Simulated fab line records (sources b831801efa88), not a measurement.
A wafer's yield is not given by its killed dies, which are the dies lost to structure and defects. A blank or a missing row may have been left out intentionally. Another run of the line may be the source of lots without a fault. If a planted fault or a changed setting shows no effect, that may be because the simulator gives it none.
Matching of chambers + flow sky130 + SKY_VIA1_ETCH_15 on rie_diel-01 has 4 sister chambers
The step etches SiO2 in C4F8/O2/Ar, stops on TiN, target depth 351 nm, time 54 s. 4 wafers are shown with their chamber, then 7 later ones without.

== WAFERS PAIRED WITH THEIR CHAMBERS ==
| wafer  | chamber | oes_product_au (a.u.) |
|--------|---------|-----------------------|
| L083.1 | 2       | 0.969                 |
| L083.3 | 3       | 0.991                 |
| L094.1 | 0       | 0.979                 |
| L094.2 | 1       | 0.968                 |

== WAFERS WITHOUT THEIR CHAMBER ==
| wafer  | oes_product_au (a.u.) |
|--------|-----------------------|
| L094.5 | 0.970                 |
| L096.2 | 0.988                 |
| L096.4 | 0.982                 |
| L096.5 | 0.978                 |
| L097.1 | 0.997                 |
| L097.2 | 0.983                 |
| L097.3 | 0.987                 |

== THE CHAMBER EACH PASSED THROUGH ==
| wafer  | from the rows above     | in truth                   |
|--------|-------------------------|----------------------------|
| L094.5 | can't be placed: 2 or 1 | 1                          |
| L096.2 | can't be placed: 3 or 0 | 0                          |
| L096.4 | can't be placed: 0 or 3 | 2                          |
| L096.5 | 0                       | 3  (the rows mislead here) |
| L097.1 | 3                       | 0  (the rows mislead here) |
| L097.2 | can't be placed: 0 or 3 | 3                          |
| L097.3 | can't be placed: 3 or 0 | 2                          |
Placed correctly: 0 of 7. Unplaceable from these rows: 5, with the true chamber sitting among the candidates in 3. Number placed wrongly: 2.
How it was worked out, from the rows above alone: a wafer's distance from a chamber is the root of the sum, over the readings, of the square of ((its reading less the chamber's mean) divided by the reading's scatter). If the next closest chamber is less than 2 further off than the closest, the wafer can't be placed; otherwise it belongs to the closest. Each chamber's mean is taken over the wafers shown for it. The scatter: with one shown wafer a chamber, the root of the mean of the squares of how far each hidden wafer lies from its nearest shown one.
